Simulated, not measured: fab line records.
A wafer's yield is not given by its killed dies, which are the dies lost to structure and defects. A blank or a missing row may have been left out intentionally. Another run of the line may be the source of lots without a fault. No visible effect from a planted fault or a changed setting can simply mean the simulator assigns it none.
Matching of chambers | flow sky130 | cmp-02 running SKY_VIA4_CMP_21: 4 sister chambers
The step polishes, stops on SiO2, t overpolish 25 s, target thk 0 nm. 8 wafers are shown with their chamber, then 9 later ones without.

WAFERS PAIRED WITH THEIR CHAMBERS
wafer  | chamber | motor current A (A) | time to endpoint s (s)
L086.2 | 2       | 12.2                | 124
L086.4 | 0       | 12.2                | 125
L091.2 | 3       | 9.6                 | 126
L091.4 | 2       | 12.6                | 120
L091.5 | 0       | 12.3                | 127
L092.1 | 3       | 9.5                 | 127
L092.3 | 1       | 10.3                | 124
L092.5 | 1       | 10.0                | 124

WAFERS WITHOUT THEIR CHAMBER
wafer  | motor current A (A) | time to endpoint s (s)
L093.3 | 9.7                 | 124
L093.4 | 12.1                | 121
L093.5 | 12.0                | 125
L094.1 | 11.9                | 125
L094.2 | 10.2                | 126
L094.5 | 11.9                | 121
L095.2 | 12.0                | 120
L095.3 | 10.3                | 125
L095.5 | 9.8                 | 119

WHICH CHAMBER EACH ONE RAN IN
wafer  | from the rows above     | in truth
L093.3 | can't be placed: 3 or 1 | 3
L093.4 | can't be placed: 2 or 0 | 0
L093.5 | can't be placed: 0 or 2 | 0
L094.1 | can't be placed: 0 or 2 | 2
L094.2 | 1                       | 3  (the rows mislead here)
L094.5 | can't be placed: 2 or 0 | 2
L095.2 | can't be placed: 2 or 0 | 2
L095.3 | 1                       | 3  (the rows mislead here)
L095.5 | can't be placed: 1 or 3 | 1
0 of 9 placed correctly. These rows do not allow placing 7 (true chamber among the candidates in 7). Wrongly placed: 2.
How it was worked out, from the rows above alone: a wafer's distance from a chamber is the root of the sum, over the readings, of the square of ((its reading less the chamber's mean) divided by the reading's scatter). If the next closest chamber is less than 2 further off than the closest, the wafer can't be placed; otherwise it belongs to the closest. A chamber's mean is the mean of its shown wafers. How the scatter is found: for the shown wafers, subtract from each reading the mean of its chamber, square and add these, divide the total by (wafers less chambers), then take the root.
